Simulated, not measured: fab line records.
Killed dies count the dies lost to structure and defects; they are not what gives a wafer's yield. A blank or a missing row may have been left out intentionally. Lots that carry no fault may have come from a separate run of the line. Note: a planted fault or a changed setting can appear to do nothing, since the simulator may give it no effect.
Which tool is to blame? -- flow sky130 -- 11 lots with 33 wafers sampled at 2 steps, on a route of 708 steps

## WHAT THE GAUGES READ, wafer by wafer
SKY_PWDE_TW_MEAS_10.
lot,measured,on,PWDE_TW
L188,day 4 02:14,film-metro-01,370.5 370.5 370.2
L190,day 4 12:26,film-metro-03,371.2 372.8 372.1
L193,day 5 04:47,film-metro-01,370.9 371.1 370.8
L194,day 5 14:17,film-metro-03,373.4 373.4 372.2
L195,day 5 16:33,film-metro-02,372.9 373.4 372.0
L196,day 6 03:43,film-metro-01,370.0 368.6 369.2
L197,day 6 11:01,film-metro-01,190.0 188.2 190.5
L198,day 6 15:29,film-metro-03,187.8 189.1 191.6
L204,day 8 01:11,film-metro-03,374.5 372.1 372.0
L207,day 8 12:28,film-metro-01,365.6 366.9 368.5
L209,day 8 23:28,film-metro-02,371.9 371.0 371.2

## EACH LOT AND THE TOOL THAT RAN IT (in order: tool; ch and the chambers of the sampled wafers; start)
lot,SKY_PWDE_IMPLANT_08
L188,"implanter-02 ch 0, day 4 01:59"
L190,"implanter-04 ch 0, day 4 12:11"
L193,"implanter-04 ch 0, day 5 04:32"
L194,"implanter-03 ch 0, day 5 14:03"
L195,"implanter-02 ch 0, day 5 16:20"
L196,"implanter-04 ch 0, day 6 03:30"
L197,"implanter-02 ch 0, day 6 10:46"
L198,"implanter-02 ch 0, day 6 15:14"
L204,"implanter-03 ch 0, day 8 00:58"
L207,"implanter-03 ch 0, day 8 12:13"
L209,"implanter-03 ch 0, day 8 23:14"
- SKY_PWDE_IMPLANT_08

## THE ANSWER, worked out from the rows above alone
Rule: usual is defined by the lots themselves. Put in order of their means at a reading, lots are off if they are a third of the lots or fewer, leave a main group of 4 or more, and stand apart from it by a gap of 3 or more times the standard deviation of the main group's means; of several such gaps the widest counts. A main group whose means are all the same, to the digits that the tables above print for the reading, isn't used. A lot without any number at a reading at which 4 lots or more have one is off too. Where the step has rows for the other lots, those lots are counted as sound.
Off: L197, L198, seen at SKY_PWDE_TW_MEAS_10 (PWDE_TW). Main group: mean 371.1, sd 1.9.
If a tool, at a process step before that reading, ran all the lots that are off and no sound lot after the first of them, it fits. The gauges at SKY_PWDE_TW_MEAS_10 are tried like those tools. One fits: implanter-02 at SKY_PWDE_IMPLANT_08. A fault onset in the window from L195 (day 5 16:20, its last sound lot) to L197 (day 6 10:46, its first lot off) fits.

## WHAT THE SIMULATOR HAD PUT IN
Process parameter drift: implanter-02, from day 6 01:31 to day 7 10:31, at SKY_PWDE_IMPLANT_08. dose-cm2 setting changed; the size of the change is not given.
Lots struck among those shown: L197, L198. Same finding as the rule above.
